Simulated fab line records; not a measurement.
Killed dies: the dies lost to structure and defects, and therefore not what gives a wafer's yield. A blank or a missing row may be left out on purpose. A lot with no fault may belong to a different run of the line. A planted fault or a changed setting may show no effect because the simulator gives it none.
fab line records | flow sky130 | part 1 of 2: steps 1 to 30 of 44
record: lots: 5 wafers: 15 lastDay: 50
route steps=708 shown CAPM@543 METAL3@555 VIA3@573
lots with no fault: from the same line, run without faults
startH: start of the lot's first displayed wafer, in hours after the record's first day | waitH: hours since the lot's step before | " as in the row above | L1.1+2: a row that stands for several wafers | - either no value or no given start | * or withheld: withheld | < > ~ a bound
route shown NAME@n: names a module that has steps shown in the file, with the first one's number in the route | usual: mean/standard deviation of fault-free wafers | same: alike in all rows | chamber/n: place in a boat | sites: the reading at each site | _std_site: the values' standard deviation | _edge_site: the outer-site mean with the inner-site mean subtracted | radiusMm: for every site, how far away it sits from the centre of the wafer | mask NAME#n: copy n | behind: the tool/chamber that last shaped the wafer | hold: why the lot went on hold/how many hours it stayed there/how the hold came to an end | device: whichever transistor did not switch (one of n, p or np) | end of line: at the end of the route, the tests of the same wafers | step lacking rows: just its recipe | killed: not the wafer's yield, but the dies lost to structure and defects at the first sort | map: a wafer's dies, x killed, . not, _ none there
set.NAME: setting as actually run; set.NAME@STEP: the setting as run at that earlier step | model.NAME: the simulator's own value behind a step, which no gauge read
a table for each step, a row for each wafer; lots at some steps of the route
services: when a tool's chamber went out of use (startH, in hours from the record's first day, below 0 if earlier), for how many hours, and the reason
== steps ==
step: SKY_CAPM_HMDS_06
recipe: primeTimeS: 60 primeTempC: 120
columns lot.wafer tool chamber startH waitH
L079.1+4+6 lithoTrack-01 0 907.42 0.1
L085.2+3+4 lithoTrack-01 0 956.30 0.1
L091.1+3+4 lithoTrack-01 0 983.67 0.1
L095.1+2+4 lithoTrack-01 0 1013.37 0.1
L097.1+3+5 lithoTrack-02 0 1015.78 0.1
step: SKY_CAPM_COAT_07
recipe: resist: NOVOLAK spinRpm: 3000 resistThkNm: 1140
columns lot.wafer tool chamber startH waitH
L079.1+4+6 lithoTrack-01 0 907.57 0.1
L085.2+3+4 lithoTrack-01 0 956.45 0.1
L091.1+3+4 lithoTrack-01 0 983.82 0.1
L095.1+2+4 lithoTrack-01 0 1013.52 0.1
L097.1+3+5 lithoTrack-02 0 1015.93 0.1
step: SKY_CAPM_SOFTBAKE_08
recipe: tempC: 90 timeS: 60 resist: NOVOLAK
columns lot.wafer tool chamber startH waitH
L079.1+4+6 lithoTrack-01 0 907.72 0.1
L085.2+3+4 lithoTrack-01 0 956.60 0.1
L091.1+3+4 lithoTrack-01 0 983.97 0.1
L095.1+2+4 lithoTrack-01 0 1013.67 0.1
L097.1+3+5 lithoTrack-02 0 1016.08 0.1
step: SKY_CAPM_EXPOSE_09
recipe: maskId: CAPM na: 0.6 sourceShape: conventional sigmaOuter: 0.6 polarization: unpolarized targetCdNm: 1000 doseMj: 159
usual: exposureDoseMJCm2: 159.00/0.18
columns lot.wafer tool chamber startH waitH mask exposureDoseMJCm2
L079.1 ilineStepper-01 0 - - CAPM#0 158.99
L079.4 " 0 " " CAPM#0 159.06
L079.6 " 0 " " CAPM#0 159.20
L085.2 ilineStepper-01 0 - - CAPM#0 159.03
L085.3 " 0 " " CAPM#0 159.12
L085.4 " 0 " " CAPM#0 158.87
L091.1 ilineStepper-01 0 - - CAPM#0 159.04
L091.3 " 0 " " CAPM#0 158.98
L091.4 " 0 " " CAPM#0 159.26
L095.1 ilineStepper-01 0 - - CAPM#0 158.41
L095.2 " 0 " " CAPM#0 158.43
L095.4 " 0 " " CAPM#0 159.02
L097.1 ilineStepper-01 0 - - CAPM#0 158.89
L097.3 " 0 " " CAPM#0 158.86
L097.5 " 0 " " CAPM#0 158.98
step: SKY_CAPM_PEB_10
recipe: tempC: withheld timeS: * resist: NOVOLAK
columns lot.wafer tool chamber startH waitH
L079.1+4+6 lithoTrack-01 0 - -
L085.2+3+4 lithoTrack-01 0 - -
L091.1+3+4 lithoTrack-02 0 - -
L095.1+2+4 lithoTrack-04 0 - -
L097.1+3+5 lithoTrack-04 0 - -
step: SKY_CAPM_DEVELOP_11
recipe: resist: NOVOLAK developer: TMAH developTimeS: 60 devTempC: 23
columns lot.wafer tool chamber startH waitH
L079.1+4+6 lithoTrack-01 0 918.97 0.1
L085.2+3+4 lithoTrack-01 0 968.25 0.1
L091.1+3+4 lithoTrack-02 0 994.88 0.1
L095.1+2+4 lithoTrack-04 0 1023.76 0.1
L097.1+3+5 lithoTrack-04 0 1026.06 0.1
step: SKY_CAPM_OVL_MEAS_12
usual: CAPM_OVL: 1.0/1.3
columns lot.wafer tool chamber startH waitH CAPM_OVL[nm]
L079.1 overlay-01 - 919.12 0.1 1.3
L079.4 " - " " 0.0
L079.6 " - " " -0.9
L085.2 overlay-02 - 968.38 0.1 1.2
L085.3 " - " " 1.9
L085.4 " - " " 1.5
L091.1 overlay-02 - 995.03 0.1 1.9
L091.3 " - " " 1.6
L091.4 " - " " 1.7
L095.1 overlay-01 - 1023.91 0.1 0.9
L095.2 " - " " 1.3
L095.4 " - " " 0.9
L097.1 overlay-02 - 1026.21 0.1 -0.1
L097.3 " - " " -1.3
L097.5 " - " " 0.3
step: SKY_CAPM_METAL_ETCH_13
recipe: targetDepthNm: 220 stopOn: SiO2 chemistry: Cl2/BCl3 target: TiN pressureMtorr: 10 icpW: 900 biasW: 48.5 Cl2_flow_sccm: 60 bcl3FlowSccm: 30 timeS: 62.9
usual: drypumpMotorCurrentA: 6.00/0.28 mfcCl2Sccm: 60.02/0.19 oesProductAu: 0.961/0.0078 throttleValvePct: 21.891/0.01
columns lot.wafer tool chamber startH waitH drypumpMotorCurrentA mfcCl2Sccm oesProductAu rfHoursCounterH throttleValvePct
L079.1 rieMetal-01 0 919.16 0.0 6.28 59.91 0.952 13 21.894
L079.4 " 0 " " 6.26 60.23 0.965 - 21.904
L079.6 " 0 " " 6.23 59.94 0.966 - 21.888
L085.2 rieMetal-01 0 968.41 0.0 6.27 60.26 0.959 16 21.895
L085.3 " 0 " " 6.26 60.05 0.960 - 21.896
L085.4 " 1 " " 5.96 59.84 0.953 - 21.890
L091.1 rieMetal-02 1 995.07 0.0 6.05 59.91 0.957 15 21.905
L091.3 " 1 " " 6.06 60.25 0.957 - 21.896
L091.4 " 0 " " 5.87 59.87 0.961 - 21.883
L095.1 rieMetal-02 0 1023.95 0.0 5.86 60.10 0.962 12 21.887
L095.2 " 1 " " 6.09 60.26 0.959 18 21.888
L095.4 " 0 " " 5.86 59.92 0.963 - 21.899
L097.1 rieMetal-04 1 1026.25 0.0 6.39 60.03 0.971 15 21.888
L097.3 " 1 " " 6.36 59.92 0.966 - 21.909
L097.5 " 1 " " 6.37 59.75 0.948 - 21.887
step: SKY_CAPM_STRIP_14
recipe: chemistry: O2/N2 powerW: 1400 pressureMtorr: 1500 platenTempC: withheld o2FlowSccm: 3000 n2FlowSccm: 300 overashFraction: 0.5
usual: drypumpMotorCurrentA: 5.77/0.28 oesProductAu: 0.710/0.0046 stripTimeToEndpointS: 12.67/0.058
columns lot.wafer tool chamber startH waitH drypumpMotorCurrentA oesProductAu rfHoursCounterH stripTimeToEndpointS
L079.1 plasmaAsher-01 1 919.24 0.1 5.67 0.706 49 12.62
L079.4 " 0 " " 5.85 0.712 - 12.66
L079.6 " 1 " " 5.71 0.709 - 12.66
L085.2 plasmaAsher-04 1 968.49 0.1 6.01 0.716 23 12.65
L085.3 " 0 " " 5.57 0.708 - 12.68
L085.4 " 1 " " 6.00 0.710 - 12.66
L091.1 plasmaAsher-01 1 995.15 0.1 5.70 0.714 57 12.66
L091.3 " 0 " " 5.85 0.712 - 12.64
L091.4 " 1 " " 5.68 0.711 - 12.63
L095.1 plasmaAsher-04 0 1024.03 0.1 5.57 0.700 27 12.62
L095.2 " 1 " " 6.02 0.708 27 12.67
L095.4 " 0 " " 5.58 0.709 - 12.67
L097.1 plasmaAsher-01 0 1026.33 0.1 5.83 0.706 60 12.59
L097.3 " 1 " " 5.72 0.707 - 12.59
L097.5 " 1 " " 5.66 0.709 - 12.56
step: SKY_CAPM_STRIP_15
recipe: chemistry: postEtchResidueRemover timeS: 1200 tempC: 72.5
columns lot.wafer tool chamber startH waitH
L079.1+4+6 wetBench-03 2 919.34 0.1
L085.2+3+4 wetBench-01 1 968.59 0.1
L091.1+3+4 wetBench-03 2 995.25 0.1
L095.1+2+4 wetBench-02 3 1024.13 0.1
L097.1+3+5 wetBench-03 1 1026.43 0.1
step: SKY_CAPM_CLEAN_16
recipe: chemistry: IPA timeS: 180 tempC: 25
columns lot.wafer tool chamber startH waitH
L079.1+4+6 wetBench-03 2 919.74 0.1
L085.2+3+4 wetBench-03 3 968.93 0.0
L091.1+3+4 wetBench-01 3 995.65 0.1
L095.1+2+4 wetBench-01 3 1024.47 0.0
L097.1+3+5 wetBench-01 1 1026.77 0.0
step: SKY_CAPM_CLEAN_17
recipe: chemistry: O3/DIW dry: n2Spin
columns lot.wafer tool chamber startH waitH
L079.1+4+6 wetBench-03 1 919.85 0.1
L085.2+3+4 wetBench-01 1 968.99 0.0
L091.1+3+4 wetBench-01 3 995.71 0.0
L095.1+2+4 wetBench-03 2 1024.53 0.0
L097.1+3+5 wetBench-03 0 1026.83 0.0
step: SKY_METAL3_DEHYDRATE_05
recipe: tempC: 200 timeS: 60
columns lot.wafer tool chamber startH waitH
L079.1+4+6 lithoTrack-01 0 933.07 13.1
L085.2+3+4 lithoTrack-03 0 979.84 10.8
L091.1+3+4 lithoTrack-03 0 1007.17 11.4
L095.1+2+4 lithoTrack-04 0 1036.01 11.4
L097.1+3+5 lithoTrack-03 0 1038.67 11.8
step: SKY_METAL3_HMDS_06
recipe: primeTimeS: 60 primeTempC: 120
columns lot.wafer tool chamber startH waitH
L079.1+4+6 lithoTrack-01 0 933.22 0.1
L085.2+3+4 lithoTrack-03 0 979.99 0.1
L091.1+3+4 lithoTrack-03 0 1007.32 0.1
L095.1+2+4 lithoTrack-04 0 1036.16 0.1
L097.1+3+5 lithoTrack-03 0 1038.82 0.1
step: SKY_METAL3_COAT_07
recipe: resist: BARC tempC: withheld timeS: withheld spinRpm: 3000 resistThkNm: 60
columns lot.wafer tool chamber startH waitH
L079.1+4+6 lithoTrack-01 0 933.37 0.1
L085.2+3+4 lithoTrack-03 0 980.14 0.1
L091.1+3+4 lithoTrack-03 0 1007.47 0.1
L095.1+2+4 lithoTrack-04 0 1036.31 0.1
L097.1+3+5 lithoTrack-03 0 1038.97 0.1
step: SKY_METAL3_COAT_08
recipe: resist: KrF-thick spinRpm: 3000 resistThkNm: 1140
columns lot.wafer tool chamber startH waitH
L079.1+4+6 lithoTrack-01 0 - -
L085.2+3+4 lithoTrack-03 0 - -
L091.1+3+4 lithoTrack-03 0 - -
L095.1+2+4 lithoTrack-04 0 - -
L097.1+3+5 lithoTrack-03 0 - -
step: SKY_METAL3_SOFTBAKE_09
recipe: tempC: 100 timeS: 90 resist: KrF-thick
columns lot.wafer tool chamber startH waitH
L079.1+4+6 lithoTrack-01 0 - -
L085.2+3+4 lithoTrack-03 0 - -
L091.1+3+4 lithoTrack-03 0 - -
L095.1+2+4 lithoTrack-04 0 - -
L097.1+3+5 lithoTrack-03 0 - -
step: SKY_METAL3_EXPOSE_10
recipe: maskId: MM3 na: 0.68 sourceShape: annular sigmaInner: 0.4 sigmaOuter: 0.8 targetCdNm: 300 doseMj: 28
usual: exposureDoseMJCm2: 28.19/0.26
columns lot.wafer tool chamber startH waitH mask exposureDoseMJCm2
L079.1 krfScanner-01 0 - - MM3#0 28.50
L079.4 " 0 " " MM3#0 28.43
L079.6 " 0 " " MM3#0 28.46
L085.2 krfScanner-01 0 - - MM3#0 28.45
L085.3 " 0 " " MM3#0 28.46
L085.4 " 0 " " MM3#0 28.41
L091.1 krfScanner-02 0 - - MM3#0 27.97
L091.3 " 0 " " MM3#0 27.93
L091.4 " 0 " " MM3#0 27.96
L095.1 krfScanner-01 0 - - MM3#0 28.39
L095.2 " 0 " " MM3#0 28.40
L095.4 " 0 " " MM3#0 28.40
L097.1 krfScanner-01 0 - - MM3#0 28.43
L097.3 " 0 " " MM3#0 28.46
L097.5 " 0 " " MM3#0 28.45
step: SKY_METAL3_PEB_11
recipe: pebTempC: withheld pebTimeS: withheld resist: KrF-thick
columns lot.wafer tool chamber startH waitH
L079.1+4+6 lithoTrack-04 0 - -
L085.2+3+4 lithoTrack-01 0 - -
L091.1+3+4 lithoTrack-01 0 - -
L095.1+2+4 lithoTrack-03 0 - -
L097.1+3+5 lithoTrack-01 0 - -
step: SKY_METAL3_DEVELOP_12
recipe: developTimeS: 60 resist: KrF-thick devTempC: 21
columns lot.wafer tool chamber startH waitH
L079.1+4+6 lithoTrack-04 0 - -
L085.2+3+4 lithoTrack-01 0 - -
L091.1+3+4 lithoTrack-01 0 - -
L095.1+2+4 lithoTrack-03 0 - -
L097.1+3+5 lithoTrack-01 0 - -
step: SKY_METAL3_CD_MEAS_13
recipe: targetCdNm: 300
usual: cdNm: 299.6/1.6
columns lot.wafer tool chamber startH waitH cdNm
L079.1 cdSem-01 - 945.01 - 300.4
L079.4 " - " " 300.2
L079.6 " - " " 299.8
L085.2 cdSem-01 - 992.69 - 298.6
L085.3 " - " " 298.6
L085.4 " - " " 300.4
L091.1 cdSem-01 - 1019.77 - 300.0
L091.3 " - " " 299.9
L091.4 " - " " 299.9
L095.1 cdSem-01 - 1046.57 - 304.3
L095.2 " - " " 302.6
L095.4 " - " " 302.5
L097.1 cdSem-02 - 1049.12 - 298.8
L097.3 " - " " 299.8
L097.5 " - " " 298.5
step: SKY_METAL3_OVL_MEAS_14
usual: METAL3_OVL: 1/4.8
columns lot.wafer tool chamber startH waitH METAL3_OVL[nm]
L079.1 overlay-01 - 945.13 0.1 3
L079.4 " - " " -1
L079.6 " - " " 3
L085.2 overlay-02 - 992.80 0.1 6
L085.3 " - " " 12
L085.4 " - " " 12
L091.1 overlay-02 - 1019.89 0.1 13
L091.3 " - " " 10
L091.4 " - " " 2
L095.1 overlay-01 - 1046.69 0.1 -4
L095.2 " - " " 7
L095.4 " - " " 7
L097.1 overlay-02 - 1049.24 0.1 2
L097.3 " - " " 0
L097.5 " - " " -3
step: SKY_METAL3_DESCUM_15
recipe: chemistry: O2 sourcePowerW: 150 biasPowerW: 0 pressureMtorr: 10 tempC: 40 timeS: 8
usual: drypumpMotorCurrentA: 5.9/0.32 oesProductAu: 0.999/0.015
columns lot.wafer tool chamber startH waitH drypumpMotorCurrentA oesProductAu rfHoursCounterH
L079.1 rieMetal-03 1 945.17 0.0 6.0 0.991 17
L079.4 " 1 " " 6.0 0.998 -
L079.6 " 1 " " 6.0 0.994 -
L085.2 rieMetal-03 0 992.83 0.0 5.5 1.008 19
L085.3 " 1 " " 6.0 1.001 -
L085.4 " 0 " " 5.5 1.027 -
L091.1 rieMetal-03 1 1019.93 0.0 6.0 0.994 21
L091.3 " 1 " " 6.0 0.994 -
L091.4 " 0 " " 5.5 1.019 -
L095.1 rieMetal-02 0 1046.73 0.0 5.8 0.997 13
L095.2 " 1 " " 6.0 0.988 19
L095.4 " 1 " " 6.1 0.986 -
L097.1 rieMetal-02 1 1049.28 0.0 6.1 0.981 19
L097.3 " 0 " " 5.9 1.006 -
L097.5 " 0 " " 5.9 0.990 -
step: SKY_METAL3_ETCH_16
recipe: chemistry: N2/H2 target: BARC ionEnergyEv: 200 biasW: 100 pressureMtorr: 30 n2FlowSccm: 100 h2FlowSccm: 200 icpW: 500 stopOn: SiO2 timeS: 88.2 targetDepthA: 600
usual: drypumpMotorCurrentA: 5.9/0.32 oesProductAu: 0.626/0.0047 throttleValvePct: 13.205/0.009
columns lot.wafer tool chamber startH waitH drypumpMotorCurrentA oesProductAu rfHoursCounterH throttleValvePct
L079.1 rieMetal-03 0 945.20 0.0 5.5 0.626 17 13.197
L079.4 " 1 " " 6.0 0.627 - 13.226
L079.6 " 1 " " 6.0 0.630 - 13.203
L085.2 rieMetal-03 0 992.86 0.0 5.5 0.632 19 13.200
L085.3 " 1 " " 6.0 0.620 - 13.206
L085.4 " 0 " " 5.5 0.626 - 13.211
L091.1 rieMetal-03 1 1019.96 0.0 6.0 0.628 21 13.210
L091.3 " 1 " " 6.0 0.626 - 13.192
L091.4 " 0 " " 5.5 0.623 - 13.199
L095.1 rieMetal-02 0 1046.76 0.0 5.9 0.632 13 13.202
L095.2 " 1 " " 6.1 0.624 19 13.200
L095.4 " 1 " " 6.1 0.625 - 13.216
L097.1 rieMetal-02 1 1049.31 0.0 6.1 0.630 19 13.194
L097.3 " 0 " " 5.9 0.629 - 13.206
L097.5 " 0 " " 5.9 0.620 - 13.211
step: SKY_METAL3_ETCH_17
recipe: target: SiO2 stopOn: TiN chemistry: C4F8/O2/Ar sourceW: 1536 biasW: 1200 pressureMtorr: 40 c4f8FlowSccm: withheld O2_flow_sccm: 6 Ar_flow_sccm: 300 timeS: 3.9 targetDepthA: 150
usual: oesProductAu: 0.753/0.0074
columns lot.wafer tool chamber startH waitH oesProductAu rfHoursCounterH
L079.1 rieDiel-02 2 945.30 0.1 0.744 14
L079.4 " 3 " " 0.744 -
L079.6 " 2 " " 0.765 -
L085.2 rieDiel-02 1 992.96 0.1 0.754 14
L085.3 " 0 " " 0.750 10
L085.4 " 3 " " 0.756 9
L091.1 rieDiel-04 2 1020.06 0.1 0.738 9
L091.3 " 3 " " 0.751 21
L091.4 " 0 " " 0.755 -
L095.1 rieDiel-03 0 1046.86 0.1 0.750 5
L095.2 " 2 " " 0.751 20
L095.4 " 1 " " 0.759 4
L097.1 rieDiel-02 3 1049.41 0.1 0.741 11
L097.3 " 0 " " 0.750 12
L097.5 " 3 " " 0.747 -
step: SKY_METAL3_METAL_ETCH_18
recipe: targetDepthA: 8450 stopOn: SiO2 overEtchFrac: 0.3 timeS: 183.1 chemistry: Cl2/BCl3 resistSidewallDeg: 88 pressureMtorr: 10 icpW: 900 biasW: 48.5 Cl2_flow_sccm: 60 bcl3FlowSccm: 30
usual: drypumpMotorCurrentA: 5.9/0.35 mfcCl2Sccm: 60.03/0.18 oesProductAu: 0.866/0.0064 throttleValvePct: 22.264/0.0089
columns lot.wafer tool chamber startH waitH drypumpMotorCurrentA mfcCl2Sccm oesProductAu rfHoursCounterH throttleValvePct
L079.1 rieMetal-04 0 945.32 0.0 5.3 60.14 0.864 11 22.279
L079.4 " 0 " " 5.3 60.05 0.865 - 22.266
L079.6 " 1 " " 6.4 59.88 0.870 - 22.277
L085.2 rieMetal-04 1 993.04 0.1 6.4 59.84 0.854 - 22.264
L085.3 " 1 " " 6.4 60.09 0.869 - 22.270
L085.4 " 1 " " 6.4 59.80 0.864 - 22.274
L091.1 rieMetal-02 1 1020.08 0.0 6.1 59.75 0.858 17 22.257
L091.3 " 0 " " 5.9 60.02 0.862 - 22.264
L091.4 " 1 " " 6.1 59.81 0.853 - 22.261
L095.1 rieMetal-04 1 1046.87 0.0 6.4 60.03 0.854 15 22.262
L095.2 " 0 " " 5.3 60.04 0.856 17 22.261
L095.4 " 0 " " 5.3 60.21 0.861 - 22.256
L097.1 rieMetal-04 1 1049.43 0.0 6.4 60.34 0.869 16 22.258
L097.3 " 1 " " 6.4 60.18 0.865 - 22.273
L097.5 " 0 " " 5.3 60.21 0.873 - 22.270
step: SKY_METAL3_STRIP_19
recipe: chemistry: O2/N2 powerW: 1400 pressureMtorr: 1500 platenTempC: withheld o2FlowSccm: 3000 n2FlowSccm: 300 overashFraction: 0.5
usual: drypumpMotorCurrentA: 5.73/0.28 oesProductAu: 0.502/0.0065 stripTimeToEndpointS: 6.54/0.12
columns lot.wafer tool chamber startH waitH drypumpMotorCurrentA oesProductAu rfHoursCounterH stripTimeToEndpointS
L079.1 plasmaAsher-04 1 945.50 0.1 6.01 0.505 20 6.76
L079.4 " 0 " " 5.59 0.509 - 6.75
L079.6 " 1 " " 6.01 0.503 - 6.53
L085.2 plasmaAsher-03 0 993.33 0.2 6.10 0.494 84 6.36
L085.3 " 1 " " 5.26 0.487 - 6.34
L085.4 " 0 " " 6.02 0.493 - 6.37
L091.1 plasmaAsher-03 1 1020.26 0.1 5.28 0.505 87 6.66
L091.3 " 1 " " 5.27 0.506 - 6.56
L091.4 " 0 " " 6.02 0.506 - 6.63
L095.1 plasmaAsher-03 1 1047.05 0.1 5.29 0.503 90 6.54
L095.2 " 0 " " 6.04 0.505 90 6.69
L095.4 " 0 " " 6.04 0.507 - 6.77
L097.1 plasmaAsher-04 1 1049.61 0.1 6.01 0.499 30 6.32
L097.3 " 0 " " 5.59 0.497 - 6.37
L097.5 " 0 " " 5.58 0.510 - 6.67
step: SKY_METAL3_STRIP_20
recipe: chemistry: postEtchResidueRemover timeS: 1200 tempC: 72.5
columns lot.wafer tool chamber startH waitH
L079.1+4+6 wetBench-01 0 945.60 0.1
L085.2+3+4 wetBench-01 0 993.43 0.1
L091.1+3+4 wetBench-01 2 1020.36 0.1
L095.1+2+4 wetBench-01 2 1047.15 0.1
L097.1+3+5 wetBench-04 2 1049.71 0.1
step: SKY_METAL3_CLEAN_21
recipe: chemistry: IPA timeS: 180 tempC: 25
columns lot.wafer tool chamber startH waitH
L079.1+4+6 wetBench-04 3 945.94 0.0
L085.2+3+4 wetBench-04 3 993.83 0.1
L091.1+3+4 wetBench-02 2 1020.70 0.0
L095.1+2+4 wetBench-04 1 1047.49 0.0
L097.1+3+5 wetBench-01 2 1050.05 0.0
step: SKY_METAL3_CLEAN_22
recipe: chemistry: O3/DIW dry: n2Spin
columns lot.wafer tool chamber startH waitH
L079.1+4+6 wetBench-02 1 946.00 0.0
L085.2+3+4 wetBench-04 3 993.89 0.0
L091.1+3+4 wetBench-01 2 1020.76 0.0
L095.1+2+4 wetBench-02 3 1047.55 0.0
L097.1+3+5 wetBench-04 2 1050.11 0.0
